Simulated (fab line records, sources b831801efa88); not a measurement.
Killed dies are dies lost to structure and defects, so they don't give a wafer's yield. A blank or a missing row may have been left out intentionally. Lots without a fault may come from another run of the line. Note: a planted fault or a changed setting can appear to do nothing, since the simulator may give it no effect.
Which tool was responsible? | flow gf180mcu | route of 602 steps, sampled at 1 step: 24 lots, 72 wafers

WHAT EACH GAUGE READ, for each wafer
GF_STI_THK_MEAS_04. Usual: STI_CVD_03_THK typically reads 207.6 nm, with standard deviation 2.5.
lot  | measured    | on           | STI_CVD_03_THK (nm) | flag
L074 | day 1 14:45 | filmMetro-02 | 208.3 208.9 206.7   | 
L075 | day 1 18:59 | filmMetro-04 | 207.7 207.6 208.8   | 
L076 | day 1 23:34 | filmMetro-02 | 205.7 205.9 206.0   | 
L077 | day 2 05:08 | filmMetro-03 | 209.7 209.9 209.2   | 
L078 | day 2 10:23 | filmMetro-04 | 208.8 208.0 208.5   | 
L079 | day 2 15:43 | filmMetro-02 | 206.4 206.8 206.6   | 
L080 | day 2 20:17 | filmMetro-04 | 209.0 209.4 209.8   | 
L081 | day 3 00:52 | filmMetro-02 | 203.5 204.7 203.7   | 
L082 | day 3 05:38 | filmMetro-02 | 205.4 207.0 208.3   | 
L083 | day 3 10:35 | filmMetro-02 | 206.5 205.1 205.4   | 
L084 | day 3 16:33 | filmMetro-02 | 205.2 206.2 205.3   | 
L085 | day 3 21:10 | filmMetro-02 | 210.7 211.0 208.5   | 
L086 | day 4 01:51 | filmMetro-02 | 203.5 201.5 200.9   | 
L087 | day 4 08:05 | filmMetro-02 | 208.7 209.5 208.3   | 
L088 | day 4 12:47 | filmMetro-02 | 206.2 204.2 207.6   | 
L089 | day 4 17:33 | filmMetro-02 | 209.1 208.7 211.3   | 
L090 | day 4 21:34 | filmMetro-03 | 207.8 208.0 206.1   | 
L091 | day 5 04:22 | filmMetro-03 | 213.0 211.4 213.2   | 
L092 | day 5 07:41 | filmMetro-04 | 209.4 207.0 207.1   | 
L093 | day 5 13:02 | filmMetro-03 | 204.9 206.0 204.7   | 
L094 | day 5 18:34 | filmMetro-02 | 211.8 210.8 211.8   | 
L095 | day 5 23:46 | filmMetro-04 | 209.3 209.0 210.6   | 
L096 | day 6 05:43 | filmMetro-02 | 208.9 209.2 207.1   | 
L097 | day 6 09:05 | filmMetro-04 | 208.8 205.8 206.9   | 

TOOL THAT RAN EACH LOT (tool first, then ch and the chambers of the sampled wafers, then the start)
The record shows no process step preceding these readings.

WHAT THE TOOLS THEMSELVES READ (means of the sampled wafers that have a number; where no wafer has one, the mark that the record gives instead)
The record holds no such reading with a usual standard deviation.

THE ANSWER, worked out from the rows above alone
Rule: take the mean of a lot's wafers that have a number; if it is more than 3 standard deviations from the usual mean, the lot is off. Also off: a lot with no number at a reading for which 4 or more lots have one. Any other lot the step has rows for is counted as sound. After the gauges, taken in route order, come the tools' own readings; for these a lot's mean is taken, as printed above. The first step at which some lot is off is used, and at that step the reading that is off furthest; a lot without a number counts as furthest.
No lot is off on any of the readings shown, so nothing can be concluded from this.

WHAT HAD BEEN PUT IN BY THE SIMULATOR
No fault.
